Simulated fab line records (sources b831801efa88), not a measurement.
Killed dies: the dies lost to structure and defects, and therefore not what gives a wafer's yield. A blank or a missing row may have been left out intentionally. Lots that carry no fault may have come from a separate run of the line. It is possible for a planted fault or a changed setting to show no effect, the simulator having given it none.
Chamber matching | flow sfqLine | cmp-02 running SFQ_TRILAYER_I1_CMP_CMP_046: 4 sister chambers
The step polishes SiO2. 8 wafers are shown with their chamber, then 8 later ones without.

## WAFERS, EACH WITH ITS CHAMBER
wafer  | chamber | motorCurrentA (A) | slurryFlowMlMin
L291.1 | 2       | 10.6              | 149.2
L298.1 | 0       | 11.6              | 149.1
L298.5 | 3       | 10.6              | 150.6
L299.2 | 2       | 9.6               | 149.3
L299.4 | 3       | 10.9              | 149.6
L308.4 | 0       | 11.2              | 149.7
L308.5 | 1       | 11.4              | 149.3
L309.1 | 1       | 11.4              | 149.7

## WAFERS MISSING THEIR CHAMBER
wafer  | motorCurrentA (A) | slurryFlowMlMin
L309.4 | 10.6              | 149.7
L309.6 | 10.6              | 149.6
L310.3 | 10.5              | 150.5
L310.5 | 11.4              | 150.7
L310.6 | 11.5              | 150.7
L311.1 | 11.0              | 150.1
L311.2 | 11.7              | 150.1
L311.6 | 10.0              | 150.3

## CHAMBER TAKEN BY EACH
wafer  | from the rows above               | in truth
L309.4 | can't be placed: 3 or 2 or 1 or 0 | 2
L309.6 | can't be placed: 3 or 2 or 1 or 0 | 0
L310.3 | can't be placed: 3 or 2           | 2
L310.5 | can't be placed: 3 or 1 or 0      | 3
L310.6 | can't be placed: 3 or 1 or 0      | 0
L311.1 | can't be placed: 3 or 1 or 0      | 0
L311.2 | can't be placed: 1 or 0 or 3      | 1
L311.6 | can't be placed: 3 or 2           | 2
Correctly placed: 0 of 8. Unplaceable from these rows: 8, with the true chamber sitting among the candidates in 8. Wrongly placed: 0.
How it was worked out, from the rows above alone: a wafer's distance from a chamber is the root of the sum, over the readings, of the square of ((its reading less the chamber's mean) divided by the reading's scatter). If the next closest chamber is less than 2 further off than the closest, the wafer can't be placed; otherwise it belongs to the closest. Each chamber's mean is taken over the wafers shown for it. The scatter: take each reading less its chamber's mean, square it, sum over the shown wafers, divide by the number of wafers less the number of chambers, and take the root.
